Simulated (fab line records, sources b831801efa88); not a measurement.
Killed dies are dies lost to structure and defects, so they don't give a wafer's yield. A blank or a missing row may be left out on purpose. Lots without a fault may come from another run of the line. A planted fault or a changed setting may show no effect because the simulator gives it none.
Which tool did it? | flow gf180mcu | 7 lots, 20 wafers sampled, at 1 step of a route of 602

WHAT THE GAUGES READ, wafer by wafer
GF_V2_THK_MEAS_03.
lot  | measured     | on            | V2_CVD_02_THK (nm)
L234 | day 20 03:59 | film_metro-03 | 832 837 849
L236 | day 20 09:09 | film_metro-01 | 828 823 832
L240 | day 21 07:23 | film_metro-03 | 847 872
L247 | day 24 02:38 | film_metro-02 | 844 831 865
L250 | day 25 01:30 | film_metro-01 | 840 840 857
L253 | day 25 22:40 | film_metro-01 | 862 857 867
L255 | day 26 13:30 | film_metro-01 | 841 853 867

WHICH TOOL RAN EACH LOT (tool, then ch and the chambers of the sampled wafers, then the start)
The record holds no process step before these readings.

THE ANSWER, worked out from the rows above alone
Rule: what is usual is taken from the lots themselves. Put in order of their means at a reading, lots are off if they are a third of the lots or fewer, leave a main group of 4 or more, and stand apart from it by a gap of 3 or more times the standard deviation of the main group's means; of several such gaps the widest counts. A main group whose means are all the same, to the digits that the tables above print for the reading, isn't used. A lot without any number at a reading at which 4 lots or more have one is off too. The other lots that the step has rows for count as sound.
No lot is off at any reading shown: from this, nothing can be told.

WHAT THE SIMULATOR HAD PUT IN
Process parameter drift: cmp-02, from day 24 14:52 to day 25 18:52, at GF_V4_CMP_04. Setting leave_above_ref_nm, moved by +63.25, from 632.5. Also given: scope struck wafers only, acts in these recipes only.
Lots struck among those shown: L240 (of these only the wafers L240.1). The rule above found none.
